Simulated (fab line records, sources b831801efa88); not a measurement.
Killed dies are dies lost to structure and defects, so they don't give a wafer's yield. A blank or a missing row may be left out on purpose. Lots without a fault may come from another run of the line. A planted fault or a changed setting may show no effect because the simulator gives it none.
Chamber matching | flow sky130 | SKY_VIA4_CMP_21 on cmp-01: 4 sister chambers
The step polishes, stops on SiO2, t overpolish 25 s, target thk 0 nm. 16 wafers are shown with their chamber, then 8 later ones without.

WAFERS WITH THEIR CHAMBER
wafer  | chamber | motor_current_A (A) | time_to_endpoint_s (s) | edge_zone_pressure_frac
L826.1 | 1       | 9.0                 | 118                    | 0.995
L826.3 | 2       | 9.3                 | 119                    | 1.012
L826.6 | 0       | 11.1                | 113                    | 1.004
L828.1 | 3       | 10.6                | 119                    | 1.000
L828.3 | 1       | 8.7                 | 118                    | 0.996
L828.4 | 0       | 11.3                | 118                    | 0.998
L829.1 | 2       | 9.9                 | 124                    | 1.007
L829.2 | 1       | 8.6                 | 119                    | 1.003
L829.5 | 1       | 8.7                 | 121                    | 0.993
L841.3 | 0       | 12.0                | 115                    | 0.991
L841.4 | 2       | 9.1                 | 118                    | 1.004
L841.5 | 2       | 8.9                 | 121                    | 0.995
L844.2 | 0       | 11.2                | 117                    | 1.009
L844.3 | 1       | 8.6                 | 124                    | 1.000
L844.4 | 3       | 10.4                | 123                    | 0.999
L847.2 | 2       | 9.5                 | 123                    | 1.011

SIGNATURES (means of the wafers above)
reading                 | chamber 0 | chamber 1 | chamber 2 | chamber 3 | scatter within a chamber
motor_current_A         | 11.400    | 8.720     | 9.340     | 10.500    | 0.319
time_to_endpoint_s      | 115.75    | 120.00    | 121.00    | 121.00    | 2.5
edge_zone_pressure_frac | 1.00050   | 0.99740   | 1.00580   | 0.99950   | 0.00601
Rule: a wafer's distance from a chamber is the root of the sum, over the readings, of the square of ((its reading less the chamber's mean) divided by the reading's scatter). The wafer belongs to the nearest chamber; if the next one is less than 2 further off, it can't be placed. The scatter: the root of (the sum of the squares of (reading less its chamber's mean) over the shown wafers, divided by (wafers less chambers)).

WAFERS WITHOUT THEIR CHAMBER
wafer  | motor_current_A (A) | time_to_endpoint_s (s) | edge_zone_pressure_frac
L847.4 | 11.1                | 122                    | 1.004
L847.5 | 9.6                 | 121                    | 1.003
L846.1 | 9.1                 | 127                    | 0.997
L846.4 | 11.1                | 118                    | 0.999
L846.5 | 11.2                | 116                    | 0.995
L849.3 | 11.6                | 120                    | 1.001
L849.4 | 10.7                | 123                    | 0.996
L849.6 | 10.7                | 120                    | 1.005

WHICH CHAMBER EACH WENT THROUGH
wafer  | from the rows above     | in truth
L847.4 | can't be placed: 3 or 0 | 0
L847.5 | can't be placed: 2 or 3 | 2
L846.1 | can't be placed: 2 or 1 | 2
L846.4 | can't be placed: 0 or 3 | 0
L846.5 | can't be placed: 0 or 3 | 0
L849.3 | can't be placed: 0 or 3 | 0
L849.4 | 3                       | 3
L849.6 | can't be placed: 3 or 0 | 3
Placed correctly: 1 of 8. Can't be placed from these rows: 7 (the true chamber is among the candidates in 7). Placed wrongly: 0.
